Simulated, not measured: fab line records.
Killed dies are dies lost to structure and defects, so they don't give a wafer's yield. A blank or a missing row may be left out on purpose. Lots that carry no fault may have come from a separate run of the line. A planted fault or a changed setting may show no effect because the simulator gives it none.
Matching of chambers || flow sky130 || SKY_FIELD_ISO_CMP_27 on cmp-02: 4 sister chambers
The step polishes, stops on Si3N4, t overpolish 16 s, target thk 457.8 nm. 8 wafers are shown with their chamber, then 12 later ones without.

== WAFERS PAIRED WITH THEIR CHAMBERS ==
{"wafer": "L088.1", "chamber": 0, "motorCurrentA (A)": 12.2, "overpolishRunS (s)": 15.995}
{"wafer": "L088.4", "chamber": 3, "motorCurrentA (A)": 11.1, "overpolishRunS (s)": 16.020}
{"wafer": "L088.5", "chamber": 1, "motorCurrentA (A)": 11.1, "overpolishRunS (s)": 16.016}
{"wafer": "L090.5", "chamber": 2, "motorCurrentA (A)": 12.2, "overpolishRunS (s)": 16.011}
{"wafer": "L090.6", "chamber": 3, "motorCurrentA (A)": 11.2, "overpolishRunS (s)": 15.981}
{"wafer": "L092.3", "chamber": 0, "motorCurrentA (A)": 12.1, "overpolishRunS (s)": 15.992}
{"wafer": "L092.4", "chamber": 1, "motorCurrentA (A)": 10.9, "overpolishRunS (s)": 16.000}
{"wafer": "L092.5", "chamber": 2, "motorCurrentA (A)": 11.9, "overpolishRunS (s)": 15.995}

== WAFERS MISSING THEIR CHAMBER ==
{"wafer": "L093.2", "motorCurrentA (A)": 11.3, "overpolishRunS (s)": 15.993}
{"wafer": "L093.3", "motorCurrentA (A)": 11.6, "overpolishRunS (s)": 16.000}
{"wafer": "L093.4", "motorCurrentA (A)": 11.2, "overpolishRunS (s)": 16.007}
{"wafer": "L094.1", "motorCurrentA (A)": 11.7, "overpolishRunS (s)": 15.992}
{"wafer": "L094.4", "motorCurrentA (A)": 11.2, "overpolishRunS (s)": 16.001}
{"wafer": "L094.5", "motorCurrentA (A)": 12.0, "overpolishRunS (s)": 16.010}
{"wafer": "L096.1", "motorCurrentA (A)": 10.7, "overpolishRunS (s)": 15.993}
{"wafer": "L096.3", "motorCurrentA (A)": 11.0, "overpolishRunS (s)": 16.012}
{"wafer": "L096.5", "motorCurrentA (A)": 11.4, "overpolishRunS (s)": 16.001}
{"wafer": "L097.1", "motorCurrentA (A)": 11.4, "overpolishRunS (s)": 15.991}
{"wafer": "L097.2", "motorCurrentA (A)": 11.3, "overpolishRunS (s)": 15.988}
{"wafer": "L097.3", "motorCurrentA (A)": 11.6, "overpolishRunS (s)": 16.010}

== WHICH CHAMBER EACH WENT THROUGH ==
{"wafer": "L093.2", "from the rows above": "can't be placed: 3 or 1", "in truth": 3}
{"wafer": "L093.3", "from the rows above": "can't be placed: 3 or 2 or 0 or 1", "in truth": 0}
{"wafer": "L093.4", "from the rows above": "can't be placed: 3 or 1", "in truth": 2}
{"wafer": "L094.1", "from the rows above": "can't be placed: 2 or 0 or 3", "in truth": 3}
{"wafer": "L094.4", "from the rows above": "can't be placed: 3 or 1", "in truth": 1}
{"wafer": "L094.5", "from the rows above": "can't be placed: 2 or 0", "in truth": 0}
{"wafer": "L096.1", "from the rows above": "can't be placed: 1 or 3", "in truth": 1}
{"wafer": "L096.3", "from the rows above": "can't be placed: 1 or 3", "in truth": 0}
{"wafer": "L096.5", "from the rows above": "can't be placed: 3 or 1", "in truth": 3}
{"wafer": "L097.1", "from the rows above": "can't be placed: 3 or 1", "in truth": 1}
{"wafer": "L097.2", "from the rows above": "can't be placed: 3 or 1", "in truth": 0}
{"wafer": "L097.3", "from the rows above": "can't be placed: 2 or 3 or 0 or 1", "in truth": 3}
Placed correctly: 0 of 12. Can't be placed from these rows: 12 (the true chamber is among the candidates in 9). Placed wrongly: 0.
How it was worked out, from the rows above alone: a wafer's distance from a chamber is the root of the sum, over the readings, of the square of ((its reading less the chamber's mean) divided by the reading's scatter). If the next closest chamber is less than 2 further off than the closest, the wafer can't be placed; otherwise it belongs to the closest. Each chamber's mean is taken over the wafers shown for it. The scatter is the square root of a quotient: the sum, over the shown wafers, of each reading's squared deviation from its chamber's mean, divided by wafers minus chambers.
